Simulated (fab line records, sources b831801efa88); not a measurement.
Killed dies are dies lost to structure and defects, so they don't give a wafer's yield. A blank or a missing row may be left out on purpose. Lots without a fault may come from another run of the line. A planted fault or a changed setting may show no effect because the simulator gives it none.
Problem report in the 8D (eight disciplines) form, filled by code | flow gf180mcu | the parts of the form that need people (team, actions taken, sign-off) are left out

1. THE PROBLEM
HV_LDD_4_TW at GF_HV_LDD_TW_MEAS_50 reads a mean of 506 on 6 wafers of 2 lots; wafers without a fault read 570 with a standard deviation of 6.5. That is -9.9 standard deviations from the usual mean.
First seen on wafer L938.3, day 15 06:12, on film_metro-03. The record holds 42 wafers of 14 lots with a number at this step. Rule for "out", or "out of limits": more than 4 standard deviations from the usual mean. The other wafers with a number count as sound.

2. WHAT IT IS AND WHAT IT IS NOT
question                    | is                           | is not
which readings at this step | HV_LDD_4_TW                  | -
which lots                  | L938, L940                   | L929, L931, L933, L934, L935, L936, L937, L942, L947, L948, L949, L950
which wafers of those lots  | all that have a number       | -
read on which gauges        | film_metro-01, film_metro-03 | film_metro-04
when                        | from day 15 06:12            | up to then (21 sound wafers); but 15 sound wafers of L942, L947, L948, L949, L950 came after

3. SUSPECTS, AND WHAT RULES EACH OUT
Counting: a tool at a process step up to the reading stays a suspect if it ran every lot that is out and no sound lot after the first of them.
- the gauge at GF_HV_LDD_TW_MEAS_50: ruled out. The wafers that are out were read on 2 gauges (film_metro-01, film_metro-03).
- implanter-03 at GF_HV_LDD_IMPLANT_48: kept. It ran every lot that is out, first L938 (day 15 05:59), and no sound lot after that; its last sound lot up to then is L937 (day 15 01:36). Its own readings are out on those wafers: dose_ions_cm2, faraday_current_uA.
Left after counting: implanter-03 at GF_HV_LDD_IMPLANT_48.

4. THE CAUSE (what the simulator had put in)
Process parameter drift: implanter-03, from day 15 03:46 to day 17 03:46, at GF_HV_LDD_IMPLANT_48. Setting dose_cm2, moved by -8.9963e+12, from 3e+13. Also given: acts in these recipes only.
Counting left only this tool.

5. THE CHAIN OF EFFECTS, in route order
Each row: a reading whose mean over the struck wafers that have a number lies more than 3 standard deviations from the usual. Only readings for which the record gives a usual standard deviation are gone through. hours: the time from each lot's start at the first step in this table that gives one to its start at this step, as a median over the lots. sigmas: the change in usual standard deviations.
hours | step                 | reading            | usual     | on struck wafers | change     | sigmas
0     | GF_HV_LDD_IMPLANT_48 | dose_ions_cm2      | 2.999e+13 | 2.102e+13        | -8.968e+12 | -99 or more
0     | GF_HV_LDD_IMPLANT_48 | faraday_current_uA | 169       | 119              | -50        | -16
0     | GF_HV_LDD_TW_MEAS_50 | HV_LDD_4_TW        | 570       | 506              | -64        | -9.9
The process steps in it:
- GF_HV_LDD_IMPLANT_48
Later measuring or inspecting steps at which every struck wafer that the step has a row for has a number for every such reading, and none has moved that far: GF_V2_THK_MEAS_01.

6. WHAT WOULD HAVE CAUGHT IT SOONER
In this record the first reading out of limits at a measuring or inspecting step was taken at day 15 06:12, 2 hours after the fault began at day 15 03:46.
The tool's own readings at GF_HV_LDD_IMPLANT_48 were out on every struck wafer that the step has a row for (dose_ions_cm2, faraday_current_uA): an alarm limit on them would have fired on the first of those.
Of the lots that are out (2), L940 began GF_HV_LDD_IMPLANT_48 on implanter-03 after day 15 06:12. A hold on the tool at that time would have spared it.
